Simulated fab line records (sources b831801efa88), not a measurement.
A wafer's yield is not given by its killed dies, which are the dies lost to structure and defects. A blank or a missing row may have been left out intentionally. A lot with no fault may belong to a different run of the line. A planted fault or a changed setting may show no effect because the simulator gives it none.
fab line records | flow sky130 | part 1 of 2: steps 1 to 23 of 36
record: lots: 5 wafers: 15 last-day: 50
route steps=708 shown VIA3@586 METAL4@598 CAP2M@603
lots that met no fault: taken from a fault-free run of the same line
start-h: start of the lot's first displayed wafer, in hours after the record's first day | wait-h: how many hours have passed since the lot's step before this one | " identical to the entry in the row above | L1.1+2: a single row standing in for several wafers | - no value, or no start given | * or withheld: withheld | < > ~ a bound
route shown NAME@n: names a module that has steps shown in the file, with the first one's number in the route | usual: average and standard deviation across the fault-free wafers | same: alike in all rows | chamber/n: place in a boat | sites: per-site readings | _std_site: standard deviation across them | _edge_site: mean of outer sites minus mean of inner sites | radius-mm: how far each site lies from the wafer's centre | mask NAME#n: copy n | behind: the most recent tool/chamber to have shaped the wafer | hold: reason for holding the lot/hours on hold/outcome of the hold | device: which transistor (n, p or np) failed to switch | end of line: tests run on the same wafers once the route is complete | step lacking rows: just its recipe | killed: count of dies lost to structure and defects at first sort (not the wafer's yield) | map: the dies of a wafer, with x for killed, . for not killed, _ for no die there
set.NAME: the run value of the setting; set.NAME@STEP: its run value at that earlier step | model.NAME: the simulator's own value behind a step, which no gauge read
lots at selected steps of the route; one table per step, one row per wafer
services: from which hour (start-h, from the record's first day; less than 0 if before it) a tool's chamber was out of use, for how many hours, and why
== steps ==
step: SKY_VIA3_OVL_MEAS_13
usual: VIA3_OVL: 0/5.9
columns lot.wafer tool chamber start-h wait-h VIA3_OVL[nm]
L077.1 overlay-02 - 972.70 0.1 -6
L077.2 " - " " 3
L077.3 " - " " -10
L080.1 overlay-01 - 998.90 0.1 -3
L080.3 " - " " -5
L080.6 " - " " 0
L085.2 overlay-02 - 1028.16 0.1 3
L085.3 " - " " 9
L085.6 " - " " 0
L091.2 overlay-01 - 1061.06 0.1 -5
L091.4 " - " " -9
L091.5 " - " " -7
L093.1 overlay-02 - 1067.45 0.1 10
L093.5 " - " " 0
L093.6 " - " " 8
step: SKY_VIA3_ETCH_14
recipe: chemistry: N2/H2 target: BARC ion-energy-ev: 200 source-w: 500 bias-w: 100 pressure-mtorr: 30 n2-flow-sccm: 100 h2-flow-sccm: 200 stop-on: SiO2 time-s: 45.9 target-depth-a: 600
usual: drypump-motor-current-A: 5.9/0.36 h2-flow-sccm: 200.0/0.6 oes-product-au: 0.855/0.0051 throttle-valve-pct: 13.224/0.0093
same: time-s: 45.9
columns lot.wafer tool chamber start-h wait-h drypump-motor-current-A h2-flow-sccm oes-product-au rf-hours-counter-h throttle-valve-pct
L077.1 rie-diel-02 1 972.74 0.0 5.5 201.0 0.855 8 13.239
L077.2 " 0 " " 6.2 200.6 0.859 18 13.228
L077.3 " 2 " " 6.2 199.5 0.850 28 13.212
L080.1 rie-diel-02 3 998.94 0.0 6.0 199.9 0.854 16 13.219
L080.3 " 1 " " 5.5 200.8 0.854 9 13.221
L080.6 " 1 " " 5.5 200.0 0.850 - 13.233
L085.2 rie-diel-02 3 1028.19 0.0 6.0 200.8 0.853 17 13.238
L085.3 " 0 " " 6.2 201.1 0.857 20 13.230
L085.6 " 3 " " 6.0 199.8 0.856 - 13.224
L091.2 rie-diel-03 2 1061.09 0.0 5.6 199.8 0.847 9 13.209
L091.4 " 3 " " 6.3 201.0 0.861 13 13.225
L091.5 " 0 " " 5.9 199.4 0.864 - 13.219
L093.1 rie-diel-03 0 1067.49 0.0 5.9 198.1 0.848 9 13.241
L093.5 " 3 " " 6.3 201.2 0.854 - 13.209
L093.6 " 0 " " 5.9 199.2 0.847 - 13.209
step: SKY_VIA3_ETCH_15
recipe: target: SiO2 chemistry: C4F8/O2/Ar target-depth-nm: 507 stop-on: TiN mask-material: KrF-thick source-w: 1500 bias-w: 1200 pressure-mtorr: 40 c4f8-flow-sccm: withheld O2_flow_sccm: 6 Ar_flow_sccm: 300 time-s: 78
usual: oes-product-au: 0.946/0.0049
same: time-s: 78
columns lot.wafer tool chamber start-h wait-h oes-product-au rf-hours-counter-h
L077.1 rie-diel-02 1 972.78 0.0 0.941 8
L077.2 " 0 " " 0.949 18
L077.3 " 2 " " 0.938 28
L080.1 rie-diel-02 3 998.98 0.0 0.949 16
L080.3 " 1 " " 0.952 9
L080.6 " 1 " " 0.945 -
L085.2 rie-diel-02 3 1028.23 0.0 0.943 17
L085.3 " 0 " " 0.946 20
L085.6 " 3 " " 0.945 -
L091.2 rie-diel-03 2 1061.13 0.0 0.942 9
L091.4 " 3 " " 0.947 13
L091.5 " 0 " " 0.951 -
L093.1 rie-diel-03 0 1067.53 0.0 0.947 9
L093.5 " 3 " " 0.953 -
L093.6 " 0 " " 0.944 -
step: SKY_VIA3_STRIP_16
recipe: chemistry: O2/N2 power-w: 1400 pressure-mtorr: 1500 platen-temp-c: withheld o2-flow-sccm: 3000 n2-flow-sccm: 300 overash-fraction: 0.5
usual: drypump-motor-current-A: 5.7/0.53 oes-product-au: 0.403/0.0041 strip-time-to-endpoint-s: 4.138/0.027
columns lot.wafer tool chamber start-h wait-h drypump-motor-current-A oes-product-au rf-hours-counter-h strip-time-to-endpoint-s
L077.1 plasma-asher-01 1 972.84 0.0 6.3 0.404 111 4.109
L077.2 " 0 " " 5.3 0.408 111 4.186
L077.3 " 1 " " 6.4 0.397 - 4.116
L080.1 plasma-asher-02 1 999.04 0.0 5.2 0.395 87 4.149
L080.3 " 0 " " 5.2 0.402 - 4.080
L080.6 " 1 " " 5.2 0.398 - 4.104
L085.2 plasma-asher-01 0 1028.29 0.0 5.3 0.400 116 4.150
L085.3 " 1 " " 6.3 0.407 - 4.201
L085.6 " 0 " " 5.3 0.412 - 4.151
L091.2 plasma-asher-02 1 1061.19 0.0 5.2 0.409 94 4.175
L091.4 " 0 " " 5.2 0.398 - 4.118
L091.5 " 1 " " 5.2 0.398 - 4.128
L093.1 plasma-asher-02 0 1067.59 0.0 5.2 0.400 94 4.126
L093.5 " 1 " " 5.2 0.402 - 4.107
L093.6 " 0 " " 5.2 0.400 - 4.100
step: SKY_VIA3_STRIP_17
recipe: chemistry: post-etch-residue-remover time-s: 1200 temp-c: 72.5
same: time-s: 1200
columns lot.wafer tool chamber start-h wait-h
L077.1+2+3 wet-bench-01 2 972.94 0.1
L080.1+3+6 wet-bench-01 1 999.14 0.1
L085.2+3+6 wet-bench-02 3 1028.39 0.1
L091.2+4+5 wet-bench-04 0 1061.29 0.1
L093.1+5+6 wet-bench-01 1 1067.69 0.1
step: SKY_VIA3_CLEAN_18
recipe: chemistry: IPA time-s: 180 temp-c: 25
same: time-s: 180
columns lot.wafer tool chamber start-h wait-h
L077.1+2+3 wet-bench-04 3 973.28 0.0
L080.1+3+6 wet-bench-04 2 999.48 0.0
L085.2+3+6 wet-bench-04 3 1028.73 0.0
L091.2+4+5 wet-bench-01 0 1061.63 0.0
L093.1+5+6 wet-bench-04 3 1068.06 0.0
step: SKY_VIA3_CLEAN_19
recipe: chemistry: O3/DIW dry: n2-spin
columns lot.wafer tool chamber start-h wait-h
L077.1+2+3 wet-bench-01 1 973.34 0.0
L080.1+3+6 wet-bench-02 3 999.55 0.0
L085.2+3+6 wet-bench-02 2 1028.79 0.0
L091.2+4+5 wet-bench-02 2 1061.69 0.0
L093.1+5+6 wet-bench-01 1 1068.12 0.0
step: SKY_VIA3_SPUTTER_20
recipe: material: TiN target-thk-nm: 20 chamber-pressure-pa: 5 power-w: 4000 time-s: 80
usual: chamber-pressure-pa: 4.999/0.0099 throttle-valve-pct: 30.1/0.8
same: time-s: 80
columns lot.wafer tool chamber start-h wait-h chamber-pressure-pa throttle-valve-pct
L077.1 pvd-sputter-04 - 973.43 0.0 5.006 30.5
L077.2 " - " " 4.989 30.5
L077.3 " - " " 5.000 29.4
L080.1 pvd-sputter-01 - 999.64 0.0 4.991 31.4
L080.3 " - " " 4.991 29.8
L080.6 " - " " 4.991 29.6
L085.2 pvd-sputter-01 - 1028.88 0.0 5.005 31.2
L085.3 " - " " 5.022 30.9
L085.6 " - " " 4.996 29.5
L091.2 pvd-sputter-01 - 1061.80 0.0 4.998 31.3
L091.4 " - " " 5.000 30.0
L091.5 " - " " 5.013 31.5
L093.1 pvd-sputter-01 - 1068.22 0.0 5.002 31.3
L093.5 " - " " 5.008 31.0
L093.6 " - " " 5.010 30.9
step: SKY_VIA3_CVD_21
recipe: material: W target-thk-nm: 390 time-s: 117.31 temp-c: 400 pressure-torr: 40
usual: heater-power-w: 834/96
same: time-s: 117.31
columns lot.wafer tool chamber start-h wait-h heater-power-w
L077.1 cvd-w-01 1 973.49 0.0 813
L077.2 " 0 " " 982
L077.3 " 0 " " 970
L080.1 cvd-w-02 1 999.70 0.0 732
L080.3 " 1 " " 713
L080.6 " 0 " " 848
L085.2 cvd-w-02 0 1028.94 0.0 846
L085.3 " 1 " " 733
L085.6 " 1 " " 726
L091.2 cvd-w-02 1 1061.86 0.0 716
L091.4 " 1 " " 722
L091.5 " 1 " " 719
L093.1 cvd-w-01 0 1068.28 0.0 978
L093.5 " 0 " " 984
L093.6 " 1 " " 810
step: SKY_VIA3_RS_MEAS_22
recipe: thk-meas-gauge: four-point-probe reads: W_of_VIA3_CVD_21+TiN_of_VIA3_SPUTTER_20
usual: VIA3_W_RS: 0.294/0.0035
columns lot.wafer tool chamber start-h wait-h VIA3_W_RS[ohm/sq]
L077.1 film-metro-01 - 973.62 0.1 0.291
L077.2 " - " " 0.294
L077.3 " - " " 0.287
L080.1 film-metro-01 - 999.82 0.1 0.295
L080.3 " - " " 0.295
L080.6 " - " " 0.291
L085.2 film-metro-01 - 1029.09 0.1 0.293
L085.3 " - " " 0.297
L085.6 " - " " 0.296
L091.2 film-metro-01 - 1062.00 0.1 0.301
L091.4 " - " " 0.298
L091.5 " - " " 0.296
L093.1 film-metro-01 - 1068.41 0.1 0.296
L093.5 " - " " 0.296
L093.6 " - " " 0.290
step: SKY_VIA3_THK_MEAS_23
recipe: thk-meas-gauge: xrf reads: W_of_VIA3_CVD_21
usual: VIA3_W_THK: 403/6.7
columns lot.wafer tool chamber start-h wait-h VIA3_W_THK[nm]
L077.1 film-metro-01 - 973.74 0.1 397
L077.2 " - " " 396
L077.3 " - " " 405
L080.1 film-metro-01 - 999.94 0.1 396
L080.3 " - " " 395
L080.6 " - " " 401
L085.2 film-metro-01 - 1029.20 0.1 401
L085.3 " - " " 401
L085.6 " - " " 395
L091.2 film-metro-01 - 1062.11 0.1 392
L091.4 " - " " 398
L091.5 " - " " 399
L093.1 film-metro-01 - 1068.53 0.1 399
L093.5 " - " " 398
L093.6 " - " " 407
step: SKY_VIA3_CMP_24
recipe: stop-on: SiO2 t-overpolish-s: 20 down-force-psi: 3.5 platen-rpm: 60 target-thk-nm: 0 pad-velocity-m-s: 0.94248
usual: edge-zone-pressure-frac: 1.000/0.0048 head-pressure-psi: 3.500/0.0083 motor-current-A: 10.9/1.2 overpolish-run-s: 20.000/0.0089 time-to-endpoint-s: 96/4.2
columns lot.wafer tool chamber start-h wait-h edge-zone-pressure-frac head-pressure-psi motor-current-A overpolish-run-s time-to-endpoint-s
L077.2 cmp-02 1 973.80 0.0 0.997 3.493 11.0 20.011 88
L077.1 " 2 " " 0.994 3.493 12.0 20.005 99
L077.3 " 3 " " 1.000 3.523 11.0 20.011 95
L080.1 cmp-01 0 1000.00 0.1 0.996 3.503 14.3 20.002 95
L080.3 " 2 " " 0.991 3.485 10.4 19.992 90
L080.6 " 1 " " 0.999 3.498 10.9 19.984 95
L085.3 cmp-02 3 1029.25 0.0 0.998 3.505 11.3 20.001 101
L085.2 " 2 " " 1.002 3.492 10.9 20.009 102
L085.6 " 3 " " 0.995 3.511 11.7 19.992 100
L091.4 cmp-01 3 1062.16 0.0 1.000 3.499 9.7 19.992 98
L091.2 " 0 " " 0.992 3.504 13.2 19.986 95
L091.5 " 0 " " 0.988 3.490 13.6 20.006 94
L093.1 cmp-02 3 1068.84 0.3 1.005 3.494 10.5 19.998 104
L093.5 " 3 " " 0.998 3.486 11.4 20.011 101
L093.6 " 0 " " 0.993 3.492 8.8 20.003 95
step: SKY_METAL4_SPUTTER_00
recipe: material: Ti target-thk-nm: 15 power-w: 3000 time-s: 10 chamber-pressure-pa: 0.4
usual: chamber-pressure-pa: 0.3999/0.00077 throttle-valve-pct: 29.9/0.97
same: time-s: 10
columns lot.wafer tool chamber start-h wait-h chamber-pressure-pa throttle-valve-pct
L077.1 pvd-sputter-02 - 974.10 0.2 0.4009 31.3
L077.2 " - " " 0.3999 29.6
L077.3 " - " " 0.4003 31.7
L080.1 pvd-sputter-03 - 1000.30 0.2 0.3995 29.9
L080.3 " - " " 0.4002 28.7
L080.6 " - " " 0.3983 29.4
L085.2 pvd-sputter-03 - 1029.55 0.1 0.4004 29.7
L085.3 " - " " 0.3993 28.6
L085.6 " - " " 0.4004 29.5
L091.2 pvd-sputter-02 - 1062.46 0.2 0.4000 29.5
L091.4 " - " " 0.3996 31.8
L091.5 " - " " 0.4006 28.5
L093.1 pvd-sputter-02 - 1069.14 0.2 0.3990 28.4
L093.5 " - " " 0.4003 29.3
L093.6 " - " " 0.4005 31.2
step: SKY_METAL4_SPUTTER_01
recipe: material: TiN target-thk-nm: 20 power-w: 6500 time-s: 16.7 chamber-pressure-pa: 0.4
usual: chamber-pressure-pa: 0.4001/0.00077 throttle-valve-pct: 29.9/0.99
same: time-s: 16.7
columns lot.wafer tool chamber start-h wait-h chamber-pressure-pa throttle-valve-pct
L077.1 pvd-sputter-02 - 974.12 0.0 0.3995 31.3
L077.2 " - " " 0.4009 29.6
L077.3 " - " " 0.4006 31.5
L080.1 pvd-sputter-03 - 1000.32 0.0 0.4005 30.3
L080.3 " - " " 0.4012 28.6
L080.6 " - " " 0.4003 29.8
L085.2 pvd-sputter-03 - 1029.57 0.0 0.4008 30.0
L085.3 " - " " 0.3997 28.6
L085.6 " - " " 0.4015 29.4
L091.2 pvd-sputter-02 - 1062.49 0.0 0.4007 29.3
L091.4 " - " " 0.3996 31.8
L091.5 " - " " 0.3999 28.5
L093.1 pvd-sputter-02 - 1069.17 0.0 0.3988 28.4
L093.5 " - " " 0.4005 29.5
L093.6 " - " " 0.4000 31.4
step: SKY_METAL4_SPUTTER_02
recipe: material: AlCu target-thk-nm: 735 power-w: 10600 time-s: 39.1 chamber-pressure-pa: 0.4
usual: chamber-pressure-pa: 0.4002/0.00084 throttle-valve-pct: 29.9/1
same: time-s: 39.1
columns lot.wafer tool chamber start-h wait-h chamber-pressure-pa throttle-valve-pct
L077.1 pvd-sputter-02 - 974.14 0.0 0.3995 31.1
L077.2 " - " " 0.3999 29.6
L077.3 " - " " 0.3995 31.6
L080.1 pvd-sputter-03 - 1000.35 0.0 0.3996 30.2
L080.3 " - " " 0.3998 28.8
L080.6 " - " " 0.4004 29.7
L085.2 pvd-sputter-03 - 1029.60 0.0 0.3984 30.1
L085.3 " - " " 0.4007 29.0
L085.6 " - " " 0.4006 29.3
L091.2 pvd-sputter-02 - 1062.51 0.0 0.4005 29.4
L091.4 " - " " 0.4001 31.9
L091.5 " - " " 0.3998 28.4
L093.1 pvd-sputter-02 - 1069.19 0.0 0.4006 28.2
L093.5 " - " " 0.3995 29.4
L093.6 " - " " 0.4013 31.3
step: SKY_METAL4_SPUTTER_03
recipe: material: Ti target-thk-nm: 5 power-w: 3000 time-s: 3.3 chamber-pressure-pa: 0.4
usual: chamber-pressure-pa: 0.4000/0.00067 throttle-valve-pct: 29.9/1
same: time-s: 3.3
columns lot.wafer tool chamber start-h wait-h chamber-pressure-pa throttle-valve-pct
L077.1 pvd-sputter-02 - 974.18 0.0 0.3995 31.1
L077.2 " - " " 0.4005 29.8
L077.3 " - " " 0.3990 31.7
L080.1 pvd-sputter-03 - 1000.39 0.0 0.3998 29.8
L080.3 " - " " 0.4006 28.9
L080.6 " - " " 0.3995 29.4
L085.2 pvd-sputter-03 - 1029.63 0.0 0.3996 29.8
L085.3 " - " " 0.3985 28.6
L085.6 " - " " 0.4011 29.5
L091.2 pvd-sputter-02 - 1062.55 0.0 0.3997 29.6
L091.4 " - " " 0.3999 31.7
L091.5 " - " " 0.4003 28.5
L093.1 pvd-sputter-02 - 1069.23 0.0 0.3995 28.3
L093.5 " - " " 0.4004 29.6
L093.6 " - " " 0.3988 31.2
step: SKY_METAL4_SPUTTER_04
recipe: material: TiN target-thk-nm: 70 power-w: 6500 time-s: 58.3 chamber-pressure-pa: 0.4
usual: chamber-pressure-pa: 0.4000/0.00087 throttle-valve-pct: 29.9/0.98
same: time-s: 58.3
columns lot.wafer tool chamber start-h wait-h chamber-pressure-pa throttle-valve-pct
L077.1 pvd-sputter-02 - 974.20 0.0 0.4001 31.2
L077.2 " - " " 0.3996 29.5
L077.3 " - " " 0.4009 31.6
L080.1 pvd-sputter-03 - 1000.41 0.0 0.4008 30.1
L080.3 " - " " 0.3992 28.9
L080.6 " - " " 0.3996 29.5
L085.2 pvd-sputter-03 - 1029.65 0.0 0.4011 29.6
L085.3 " - " " 0.3988 28.5
L085.6 " - " " 0.3989 29.7
L091.2 pvd-sputter-02 - 1062.57 0.0 0.3997 29.7
L091.4 " - " " 0.4002 31.6
L091.5 " - " " 0.3991 28.5
L093.1 pvd-sputter-02 - 1069.25 0.0 0.3997 28.5
L093.5 " - " " 0.3992 29.8
L093.6 " - " " 0.3984 31.2
step: SKY_CAP2M_CVD_00
recipe: material: SiO2 target-thk-nm: 15.5 temp-c: 400 time-s: withheld rf-w: 450
usual: heater-power-w: 736/79
columns lot.wafer tool chamber start-h wait-h heater-power-w
L077.1 pecvd-02 0 974.25 0.0 722
L077.2 " 1 " " 802
L077.3 " 2 " " 695
L080.1 pecvd-04 0 1000.46 0.0 686
L080.3 " 2 " " 690
L080.6 " 0 " " 682
L085.2 pecvd-01 1 1029.70 0.0 710
L085.3 " 2 " " 859
L085.6 " 2 " " 843
L091.2 pecvd-01 0 1062.62 0.0 598
L091.4 " 0 " " 601
L091.5 " 2 " " 740
L093.1 pecvd-02 0 1069.30 0.0 764
L093.5 " 2 " " 754
L093.6 " 1 " " 787
step: SKY_CAP2M_THK_MEAS_01
recipe: reads: SiO2_of_CAP2M_CVD_00
usual: CAP2M_CVD_00_THK: 15.64/0.26
columns lot.wafer tool chamber start-h wait-h CAP2M_CVD_00_THK[nm]
L077.1 film-metro-03 - 974.27 - 15.57
L077.2 " - " " 15.79
L077.3 " - " " 15.44
L080.1 film-metro-04 - 1000.48 - 15.40
L080.3 " - " " 15.67
L080.6 " - " " 15.86
L085.2 film-metro-03 - 1029.73 - 15.58
L085.3 " - " " 15.57
L085.6 " - " " 16.06
L091.2 film-metro-02 - 1062.65 - 15.53
L091.4 " - " " 15.88
L091.5 " - " " 15.64
L093.1 film-metro-03 - 1069.32 - 15.70
L093.5 " - " " 15.57
L093.6 " - " " 15.45
step: SKY_CAP2M_SPUTTER_02
recipe: material: TiN target-thk-nm: 200 temp-c: 300 power-w: 6500 time-s: 166.7 chamber-pressure-pa: 0.4
usual: chamber-pressure-pa: 0.4000/0.00078 throttle-valve-pct: 30.5/0.92
same: time-s: 166.7
columns lot.wafer tool chamber start-h wait-h chamber-pressure-pa throttle-valve-pct
L077.1 pvd-sputter-01 - 974.33 0.1 0.3993 29.6
L077.2 " - " " 0.4001 31.0
L077.3 " - " " 0.4007 31.1
L080.1 pvd-sputter-01 - 1000.54 0.1 0.3997 31.3
L080.3 " - " " 0.3995 31.5
L080.6 " - " " 0.3993 29.8
L085.2 pvd-sputter-01 - 1029.78 0.0 0.3989 31.0
L085.3 " - " " 0.3996 31.1
L085.6 " - " " 0.3996 31.2
L091.2 pvd-sputter-01 - 1062.70 0.0 0.3993 31.3
L091.4 " - " " 0.3994 30.7
L091.5 " - " " 0.3995 29.5
L093.1 pvd-sputter-01 - 1069.38 0.1 0.3996 31.2
L093.5 " - " " 0.4025 29.4
L093.6 " - " " 0.3991 31.0
step: SKY_CAP2M_RS_MEAS_03
recipe: thk-meas-gauge: four-point-probe reads: TiN_of_CAP2M_SPUTTER_02
usual: CAP2M_TIN_RS: 6.94/0.093
columns lot.wafer tool chamber start-h wait-h CAP2M_TIN_RS[ohm/sq]
L077.1 film-metro-04 - 974.44 0.1 6.96
L077.2 " - " " 7.02
L077.3 " - " " 7.09
L080.1 film-metro-02 - 1000.65 0.1 7.01
L080.3 " - " " 6.85
L080.6 " - " " 6.89
L085.2 film-metro-02 - 1029.91 0.1 6.93
L085.3 " - " " 6.93
L085.6 " - " " 6.93
L091.2 film-metro-04 - 1062.83 0.1 6.83
L091.4 " - " " 6.80
L091.5 " - " " 6.78
L093.1 film-metro-03 - 1069.49 0.1 6.85
L093.5 " - " " 6.87
L093.6 " - " " 6.96
step: SKY_CAP2M_THK_MEAS_04
recipe: thk-meas-gauge: xrf reads: TiN_of_CAP2M_SPUTTER_02
usual: CAP2M_TIN_THK: 200.9/2.9
columns lot.wafer tool chamber start-h wait-h CAP2M_TIN_THK[nm]
L077.1 film-metro-04 - 974.56 0.1 199.5
L077.2 " - " " 198.6
L077.3 " - " " 196.4
L080.1 film-metro-02 - 1000.77 0.1 198.2
L080.3 " - " " 202.2
L080.6 " - " " 201.4
L085.2 film-metro-02 - 1030.02 0.1 201.1
L085.3 " - " " 202.3
L085.6 " - " " 201.8
L091.2 film-metro-04 - 1062.94 0.1 204.7
L091.4 " - " " 204.6
L091.5 " - " " 204.2
L093.1 film-metro-03 - 1069.61 0.1 205.4
L093.5 " - " " 204.2
L093.6 " - " " 201.6
step: SKY_CAP2M_DEHYDRATE_05
recipe: temp-c: 200 time-s: 60
same: time-s: 60
columns lot.wafer tool chamber start-h wait-h
L077.1+2+3 litho-track-02 0 985.93 11.4
L080.1+3+6 litho-track-04 0 1012.17 11.4
L085.2+3+6 litho-track-02 0 1041.31 11.3
L091.2+4+5 litho-track-02 0 1073.16 10.2
L093.1+5+6 litho-track-04 0 1079.97 10.4
